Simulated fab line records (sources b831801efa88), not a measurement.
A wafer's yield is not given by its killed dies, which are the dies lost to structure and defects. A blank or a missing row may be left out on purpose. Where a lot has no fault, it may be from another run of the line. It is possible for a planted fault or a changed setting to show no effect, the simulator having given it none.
Comparing a struck lot with a sound one + flow sfq_line + 42 steps out of a route of 325
Sound: these wafers, L933.2, L933.3, L933.4. Struck: wafers L949.3, L949.5 (left out: L949.4, a lot-mate that was not struck); the cause follows at the end.
For every step that has rows: the tool of each side, followed by ch and its chambers, followed by its first start. Under that, the readings that differ: sound wafers + struck wafers + difference of the means + sigmas: that difference in standard deviations of wafers without a fault.
alike: readings whose means differ by less than 2 such deviations, and words and numbers that are the same on both sides. not compared: withheld readings, readings that some wafer has no value for, bounds like >300 that may hide the same value, and numbers for which the record gives no deviation and whose values overlap.
Wherever a step has rows on one side only, a row that says differs or no value, or a row with sigmas, the two part there. When numbers do not overlap yet have no deviation, they are printed without sigmas and do not part them. Lack of a reading on every wafer of one side parts them only where that side has two or more wafers.

first, 6 steps without rows for these wafers: SFQ_TRILAYER_M1_LITHO_COAT_044 (resist thk 62 nm); SFQ_TRILAYER_M1_LITHO_COAT_039 (resist thk 600 nm); SFQ_TRILAYER_M1_LITHO_SOFTBAKE_043; SFQ_TRILAYER_M1_LITHO_EXPOSE_040 (exposes mask M1, target cd 500 nm); SFQ_TRILAYER_M1_LITHO_PEB_042 (peb time 60 s); SFQ_TRILAYER_M1_LITHO_DEVELOP_041 (time 60 s).
SFQ_M1_OVL_MEAS_911:
  sound on overlay-02, day 12 16:45; struck on overlay-02, day 18 00:45
  alike: M1_OVL
then, 2 steps without rows for these wafers: SFQ_TRILAYER_M1_BARC_OPEN_METAL_ETCH_054 (etches BARC in O2, target depth 125 nm, time 41.7 s); SFQ_TRILAYER_M1_ETCH_METAL_ETCH_042 (etches Nb in Cl2/Ar, stops on SiO2, target depth 240 nm, time 120 s).
SFQ_TRILAYER_M1_STRIP_STRIP_043: strips in O2.
  sound on rie_metal-02 ch 0,1, day 12 16:58; struck on rie_metal-02 ch 0, day 18 01:09
  alike: drypump_motor_current_A, he_backside_leak_sccm, oes_product_au
  not compared: rf_hours_counter_h
then, 1 step without rows for these wafers: SFQ_TRILAYER_M1_STRIP_SOLV_CLEAN_044 (cleans in NMP, time 600 s).
SFQ_TRILAYER_I1_DEP_PECVD_045: deposits SiO2 from SiH4/N2O, time 111.11 s, target thk 500 nm.
  sound on pecvd-04 ch 0,1,2, day 12 17:44; struck on pecvd-03 ch 0,1, day 18 01:44
  alike: heater_power_w, throttle_valve_pct
SFQ_TRILAYER_I1_CMP_CMP_046: polishes SiO2.
  sound on cmp-01 ch 1,2,3, day 12 17:49; struck on cmp-01 ch 0, day 18 05:43
| reading                                             | sound             | struck      | difference | sigmas |
|-----------------------------------------------------|-------------------|-------------|------------|--------|
| time_to_endpoint_s (s)                              | 211 206 212       | 176 192     | -26        | -2     |
| model.SiO2_of_TRILAYER_I1_DEP_PECVD_045.thk_nm (nm) | 198.6 199.3 199.2 | 253.2 252.5 | +53.8      |        |
  alike: motor_current_A
SFQ_I1_BOW_MEAS_912:
  sound on film_metro-02, day 12 20:50; struck on film_metro-02, day 18 08:16
  alike: I1_BOW
SFQ_TRILAYER_I1_METRO_MEASURE_047:
  sound on film_metro-02, day 12 21:08; struck on film_metro-02, day 18 08:44
| reading     | sound             | struck      | difference | sigmas |
|-------------|-------------------|-------------|------------|--------|
| thk_nm (nm) | 198.6 199.5 199.2 | 253.3 252.3 | +53.7      | +38    |
then, 6 steps without rows for these wafers: SFQ_TRILAYER_I1_VIA_LITHO_COAT_054 (resist thk 62 nm); SFQ_TRILAYER_I1_VIA_LITHO_COAT_049 (resist thk 650 nm); SFQ_TRILAYER_I1_VIA_LITHO_SOFTBAKE_053; SFQ_TRILAYER_I1_VIA_LITHO_EXPOSE_050 (exposes mask I1, target cd 500 nm); SFQ_TRILAYER_I1_VIA_LITHO_PEB_052 (peb time 60 s); SFQ_TRILAYER_I1_VIA_LITHO_DEVELOP_051 (time 60 s).
-- the record jumps here: 5 days lie between the struck wafers' starts before and after --
SFQ_I1_OVL_MEAS_913:
  sound on overlay-02, day 17 07:56; struck on overlay-02, day 23 13:07
  alike: I1_OVL
then, 1 step without rows for these wafers: SFQ_TRILAYER_I1_VIA_BARC_OPEN_VIA_ETCH_071 (etches BARC in O2, target depth 125 nm, time 41.7 s).
SFQ_TRILAYER_I1_VIA_ETCH_VIA_ETCH_052: etches SiO2 in CHF3, stops on Nb, target depth 260 nm.
  sound on rie_diel-04 ch 0,1,3, day 17 08:01; struck on rie_diel-04 ch 3, day 23 13:10
| reading                        | sound             | struck      | difference | sigmas |
|--------------------------------|-------------------|-------------|------------|--------|
| oes_product_au (a.u.)          | 0.852 0.850 0.849 | 0.983 0.974 | +0.128     | +22    |
| model.I1.feature_depth_nm (nm) | 198.6 199.3 199.2 | 253.2 252.5 | +53.8      |        |
| model.etch.depth_nm (nm)       | 198.6 199.3 199.2 | 253.2 252.5 | +53.8      |        |
  alike: drypump_motor_current_A
SFQ_TRILAYER_I1_VIA_STRIP_STRIP_053: strips in O2.
  sound on rie_metal-04 ch 0,1, day 17 08:07; struck on rie_metal-03 ch 0,1, day 23 13:33
  alike: drypump_motor_current_A, he_backside_leak_sccm, oes_product_au
  not compared: rf_hours_counter_h
then, 1 step without rows for these wafers: SFQ_TRILAYER_I1_VIA_STRIP_SOLV_CLEAN_054 (cleans in NMP, time 600 s).
SFQ_TRILAYER_M2_DEP_PRE_CLEAN_056: time 22.5 s.
  sound on pvd_sputter-04, day 17 08:54; struck on pvd_sputter-03, day 23 14:16
| reading                                             | sound             | struck    | difference | sigmas |
|-----------------------------------------------------|-------------------|-----------|------------|--------|
| model.SiO2_of_TRILAYER_I1_DEP_PECVD_045.thk_nm (nm) | 191.1 191.8 191.7 | 245.7 245 | +53.8      |        |
then, 1 step without rows for these wafers: SFQ_TRILAYER_M2_DEP_SPUTTER_055 (material Nb, target thk 200 nm, time 133.3 s).
SFQ_M2_RS_MEAS_914: measures by four-point-probe.
  sound on film_metro-04, day 17 09:02; struck on film_metro-04, day 23 14:25
  alike: M2_NB_RS
then, 6 steps without rows for these wafers: SFQ_TRILAYER_M2_LITHO_COAT_062 (resist thk 62 nm); SFQ_TRILAYER_M2_LITHO_COAT_057 (resist thk 600 nm); SFQ_TRILAYER_M2_LITHO_SOFTBAKE_061; SFQ_TRILAYER_M2_LITHO_EXPOSE_058 (exposes mask M2, target cd 500 nm); SFQ_TRILAYER_M2_LITHO_PEB_060 (peb time 60 s); SFQ_TRILAYER_M2_LITHO_DEVELOP_059 (time 60 s).
-- the record jumps here: 7 days lie between the struck wafers' starts before and after --
SFQ_M2_OVL_MEAS_916:
  sound on overlay-01, day 22 06:32; struck on overlay-01, day 30 05:35
  alike: M2_OVL
then, 1 step without rows for these wafers: SFQ_TRILAYER_M2_BARC_OPEN_METAL_ETCH_077 (etches BARC in O2, target depth 125 nm, time 41.7 s).
SFQ_TRILAYER_M2_ETCH_METAL_ETCH_060: etches Nb in Cl2/Ar, stops on SiO2, target depth 240 nm, time 120 s.
  sound on rie_metal-01 ch 0,1, day 22 06:38; struck on rie_metal-04 ch 0,1, day 30 05:43
  alike: drypump_motor_current_A, he_backside_leak_sccm, oes_product_au
  not compared: rf_hours_counter_h
SFQ_TRILAYER_M2_STRIP_STRIP_061: strips in O2.
  sound on rie_metal-01 ch 0,1, day 22 06:45; struck on rie_metal-04 ch 0,1, day 30 06:00
  alike: drypump_motor_current_A, he_backside_leak_sccm, oes_product_au
  not compared: rf_hours_counter_h
then, 2 steps without rows for these wafers: SFQ_TRILAYER_M2_STRIP_SOLV_CLEAN_062 (cleans in NMP, time 600 s); SFQ_TRILAYER_I2_DEP_PECVD_063 (deposits SiO2 from SiH4/N2O, time 111.11 s, target thk 500 nm).
-- the record jumps here: 62 days lie between the struck wafers' starts before and after --
SFQ_M8_BOW_MEAS_951:
  sound on film_metro-03, day 86 04:28; struck on film_metro-03, day 91 20:56
| reading                 | sound             | struck      | difference | sigmas |
|-------------------------|-------------------|-------------|------------|--------|
| model.etest.i1.link_ohm | 1.973 1.981 1.973 | 2.019 1.986 | +0.027     |        |
  alike: M8_BOW

## WHERE THEY PART
Earliest at SFQ_TRILAYER_I1_CMP_CMP_046; latest, in this record, at SFQ_TRILAYER_I1_VIA_ETCH_VIA_ETCH_052. Later steps at which nothing parts them and some readings are alike: SFQ_TRILAYER_I1_VIA_STRIP_STRIP_053, SFQ_M2_RS_MEAS_914, SFQ_M2_OVL_MEAS_916, SFQ_TRILAYER_M2_ETCH_METAL_ETCH_060, SFQ_TRILAYER_M2_STRIP_STRIP_061, SFQ_M8_BOW_MEAS_951.

WHY: the cause the simulator had injected
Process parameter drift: cmp-01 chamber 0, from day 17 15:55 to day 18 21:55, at SFQ_TRILAYER_I1_CMP_CMP_046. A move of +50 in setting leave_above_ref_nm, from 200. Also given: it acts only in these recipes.
